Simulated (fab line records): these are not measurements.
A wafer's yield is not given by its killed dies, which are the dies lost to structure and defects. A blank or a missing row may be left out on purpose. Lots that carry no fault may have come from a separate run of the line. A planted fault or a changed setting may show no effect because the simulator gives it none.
Which tool was responsible?	flow sky130	13 lots, 38 wafers sampled, at 5 steps of a route of 708

WHAT EACH GAUGE READ, for each wafer
SKY_VT_ADJUST_HVTR_TW_MEAS_11. Usual: VT_ADJUST_HVTR_TW gives 212.0 (standard deviation 1.5).
lot	measured	on	VT_ADJUST_HVTR_TW	flag
L693	day 10 02:19	film-metro-04	215.0 215.0 213.6	
L695	day 10 12:10	film-metro-03	211.0 211.1 209.9	
L696	day 10 20:08	film-metro-03	210.8 211.0 210.0	
L698	day 11 04:50	film-metro-02	214.1 213.8 212.7	
L699	day 11 11:43	film-metro-02	211.9 212.1	
L702	day 12 08:48	film-metro-03	209.8 210.5 210.5	
L703	day 12 17:40	film-metro-02	211.7 212.5 212.0	
L707	day 14 09:22	film-metro-03	212.0 212.1 212.4	
L708	day 14 12:52	film-metro-02	212.6 212.8 213.9	
L710	day 14 23:53	film-metro-02	214.1 212.6 213.8	
L712	day 16 02:17	film-metro-02	211.5 211.9 213.0	
L713	day 16 03:32	film-metro-04	214.4 214.0 215.4	
L714	day 16 06:59	film-metro-03	210.8 211.5 210.2	

SKY_SONOS_TUNNEL_CD_MEAS_07: the cd target is 410 nm. Usual: cd-nm reads 409.5 nm (standard deviation 2.1).
lot	measured	on	cd-nm (nm)	flag
L693	day 12 02:23	cd-sem-01	408.4 407.4 407.8	
L695	day 12 14:02	cd-sem-01	410.6 409.3 412.8	
L696	day 12 23:26	cd-sem-01	410.9 410.1 411.0	
L698	day 13 08:25	cd-sem-02	408.1 410.3 411.2	
L699	day 13 16:04	cd-sem-01	409.4 410.5	
L702	day 14 12:45	cd-sem-01	379.5 379.6 379.9	OFF
L703	day 14 21:56	cd-sem-01	373.2 373.7 372.7	OFF
L707	day 16 16:45	cd-sem-02	384.2 387.9 387.0	OFF
L708	day 16 21:00	cd-sem-01	405.8 409.1 405.9	
L710	day 17 09:11	cd-sem-02	407.5 406.1 406.0	
L712	day 18 13:27	cd-sem-01	411.7 409.4 409.9	
L713	day 18 13:35	cd-sem-02	407.4 408.4 409.2	
L714	day 18 17:47	cd-sem-02	410.4 409.3 409.2	

SKY_SONOS_ONO_THK_MEAS_01. Usual: SONOS_ONO_OXIDATION_THK gives 2.60 nm (standard deviation 0.058).
lot	measured	on	SONOS_ONO_OXIDATION_THK (nm)	flag
L693	day 12 06:45	film-metro-04	2.58 2.56 2.57	
L695	day 12 16:34	film-metro-01	2.56 2.54 2.57	
L696	day 13 01:25	film-metro-01	2.62 2.56 2.62	
L698	day 13 11:29	film-metro-02	2.61 2.66 2.60	
L699	day 13 19:23	film-metro-02	2.58 2.61	
L702	day 14 15:59	film-metro-04	2.50 2.59 2.51	
L703	day 14 23:55	film-metro-01	2.59 2.67 2.60	
L707	day 16 20:54	film-metro-02	2.61 2.60 2.59	
L708	day 17 00:44	film-metro-04	2.62 2.61 2.58	
L710	day 17 11:10	film-metro-01	2.68 2.65 2.65	
L712	day 18 16:23	film-metro-04	2.70 2.65 2.64	
L713	day 18 16:23	film-metro-02	2.65 2.66 2.60	
L714	day 18 21:00	film-metro-01	2.66 2.56 2.60	

SKY_SONOS_ONO_CD_MEAS_13: the cd target is 410 nm. Usual: cd-nm reads 410.3 nm (standard deviation 2.5).
lot	measured	on	cd-nm (nm)	flag
L693	day 13 12:47	cd-sem-02	408.0 410.0 410.6	
L695	day 13 21:32	cd-sem-02	409.3 409.7 408.1	
L696	day 14 06:52	cd-sem-02	406.9 407.0 406.8	
L698	day 14 17:37	cd-sem-02	406.7 407.4 408.6	
L699	day 15 00:24	cd-sem-01	409.5 409.3	
L702	day 15 21:44	cd-sem-01	410.8 412.5 411.1	
L703	day 16 06:38	cd-sem-02	411.4 409.7 410.7	
L707	day 18 04:09	cd-sem-01	412.1 411.1 412.4	
L708	day 18 11:06	cd-sem-01	413.5 412.3 410.8	
L710	day 18 19:39	cd-sem-01	413.7 413.0 413.3	
L712	day 20 02:23	cd-sem-01	409.5 410.7 413.6	
L713	day 20 02:39	cd-sem-02	413.0 412.6 410.6	
L714	day 20 08:10	cd-sem-02	414.5 413.8 415.0	

EACH LOT AND THE TOOL THAT RAN IT (in order: tool; ch and the chambers of the sampled wafers; start)
lot	SKY_SONOS_TUNNEL_EXPOSE_04
L693	iline-stepper-02 ch 0, day 11 13:34
L695	iline-stepper-02 ch 0, day 12 00:49
L696	iline-stepper-01 ch 0, day 12 09:50
L698	iline-stepper-02 ch 0, day 12 19:10
L699	iline-stepper-01 ch 0, day 13 02:38
L702	iline-stepper-02 ch 0, day 14 00:19
L703	iline-stepper-02 ch 0, day 14 08:49
L707	iline-stepper-02 ch 0, day 16 03:08
L708	iline-stepper-01 ch 0, day 16 07:13
L710	iline-stepper-01 ch 0, day 16 18:32
L712	iline-stepper-01 ch 0, day 17 22:04
L713	iline-stepper-01 ch 0, day 17 22:16
L714	iline-stepper-01 ch 0, day 18 02:48
- SKY_SONOS_TUNNEL_EXPOSE_04: exposes mask TUNM, target cd 410 nm.

WHAT THE TOOLS THEMSELVES READ (means of the sampled wafers that have a number; where no wafer has one, the mark that the record gives instead)
SKY_SONOS_TUNNEL_EXPOSE_04. Usual: exposure-dose-mJ-cm2 136.01, standard deviation 0.14; reticle-temp-C 23.00 C, standard deviation 0.09; stage-vel-mm-s 500.02 mm/s, standard deviation 0.26.
lot	tool	exposure-dose-mJ-cm2	reticle-temp-C (C)	stage-vel-mm-s (mm/s)	flag
L693	iline-stepper-02	136.11	22.94	500.45	
L695	iline-stepper-02	136.02	22.94	499.96	
L696	iline-stepper-01	136.04	23.04	499.48	
L698	iline-stepper-02	135.98	23.03	499.78	
L699	iline-stepper-01	135.78	22.97	500.05	
L702	iline-stepper-02	121.42	22.98	500.16	OFF
L703	iline-stepper-02	121.47	23.07	500.09	OFF
L707	iline-stepper-02	126.78	22.91	499.82	OFF
L708	iline-stepper-01	136.03	23.11	500.06	
L710	iline-stepper-01	136.10	23.06	500.00	
L712	iline-stepper-01	135.90	22.90	500.10	
L713	iline-stepper-01	136.08	23.05	500.21	
L714	iline-stepper-01	135.97	23.11	500.06	

THE ANSWER, worked out from the rows above alone
Rule: a lot is off if the mean of its wafers that have a number lies more than 3 standard deviations from the usual mean. A lot without any number at a reading at which 4 lots or more have one is off too. All remaining lots with rows at the step are treated as sound. The gauges are gone through in route order, then the tools' own readings, and for those a lot's mean is taken as printed above. At the first step where some lot is off, the reading lying furthest off is the one used; lots without a number count as furthest.
Off, at SKY_SONOS_TUNNEL_CD_MEAS_07 on cd-nm: L702, L703, L707.
If a tool, at a process step before that reading, ran all the lots that are off and no sound lot after the first of them, it fits. The gauges at SKY_SONOS_TUNNEL_CD_MEAS_07 aren't tried: what is off there is off at SKY_SONOS_TUNNEL_EXPOSE_04 too, on other tools, and a gauge's error can't cause that. One fits: SKY_SONOS_TUNNEL_EXPOSE_04 on iline-stepper-02. A fault onset in the window from L698 (day 12 19:10, its last sound lot) to L702 (day 14 00:19, its first lot off) fits.
On the lots that are off, the tool's own readings at SKY_SONOS_TUNNEL_EXPOSE_04 differ by more than 5 times the standard deviation of the sound lots' means, which bears it out; exposure-dose-mJ-cm2 reads 123.22 there versus 136.00 on the sound lots.

WHAT WAS PUT IN BY THE SIMULATOR
Process parameters drifting: iline-stepper-02 at SKY_SONOS_TUNNEL_EXPOSE_04, beginning at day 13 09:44. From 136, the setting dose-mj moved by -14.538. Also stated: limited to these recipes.
Lots struck among those shown: L702, L703, L707. The rule above reached the same finding.
